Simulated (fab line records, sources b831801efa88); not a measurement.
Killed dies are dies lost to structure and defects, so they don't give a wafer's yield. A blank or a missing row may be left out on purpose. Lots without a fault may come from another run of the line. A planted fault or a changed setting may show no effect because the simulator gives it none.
Problem report in the 8D (eight disciplines) form, filled by code | flow sky130 | the parts of the form that need people (team, actions taken, sign-off) are left out

1. THE PROBLEM
bias_w at SKY_METAL2_ETCH_18 reads a mean of 95.3 W on 1 wafer of 1 lot; wafers without a fault read 100.0 W with a standard deviation of 0.3. That is -16 standard deviations from the usual mean.
The step: etches BARC in N2/H2, stops on SiO2, time 45.9 s, target depth 60 nm.
First seen on wafer L469.1, day 38 14:23, on rie_metal-04. The record holds 33 wafers of 11 lots with a number at this step. Rule for "out", or "out of limits": more than 4 standard deviations from the usual mean. The other wafers with a number count as sound.

2. WHAT IT IS AND WHAT IT IS NOT
question                    | is                | is not
which readings at this step | bias_w            | drypump_motor_current_A, oes_product_au, throttle_valve_pct
which lots                  | L469              | L458, L459, L460, L461, L462, L463, L464, L465, L471, L481
which wafers of those lots  | L469.1            | L469.2, L469.4
read on which tools         | rie_metal-04      | rie_metal-02, rie_metal-03
when                        | from day 38 14:23 | up to then (26 sound wafers); but 6 sound wafers of L471, L481 came after

3. SUSPECTS, AND WHAT RULES EACH OUT
Counting: a tool at a process step up to the reading stays a suspect if it ran every lot that is out. Sound lots after the first of them don't rule it out here, since some wafers of a struck lot are sound.
- rie_metal-04 at SKY_METAL2_ETCH_18 (etches BARC in N2/H2, stops on SiO2, time 45.9 s, target depth 60 nm): kept. It ran the lot that is out, L469 (day 38 14:23); its last sound lot up to then is L465 (day 37 15:50). Its own readings are out on those wafers: bias_w.
- Within rie_metal-04 at SKY_METAL2_ETCH_18: the wafers that are out ran in chamber 1; their sound lot-mates ran in chamber 0.
Left after counting: rie_metal-04 at SKY_METAL2_ETCH_18.

4. THE CAUSE (what the simulator had put in)
Process parameter drift: rie_metal-04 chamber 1, from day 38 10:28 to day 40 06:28, at SKY_METAL2_ETCH_18. Setting bias_w, moved by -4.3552, from 100. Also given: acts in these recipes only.
Counting left only this tool.

5. THE CHAIN OF EFFECTS, in route order
Each row: a reading whose mean over the struck wafers that have a number lies more than 3 standard deviations from the usual. Only readings for which the record gives a usual standard deviation are gone through. hours: the time from each lot's start at the first step in this table that gives one to its start at this step, as a median over the lots. sigmas: the change in usual standard deviations.
hours | step               | reading | usual   | on struck wafers | change | sigmas
0     | SKY_METAL2_ETCH_18 | bias_w  | 100.0 W | 95.3             | -4.7   | -16
The process steps in it:
- SKY_METAL2_ETCH_18: etches BARC in N2/H2, stops on SiO2, time 45.9 s, target depth 60 nm.

6. WHAT WOULD HAVE CAUGHT IT SOONER
In this record the first reading out of limits was taken at day 38 14:23, 4 hours after the fault began at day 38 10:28.
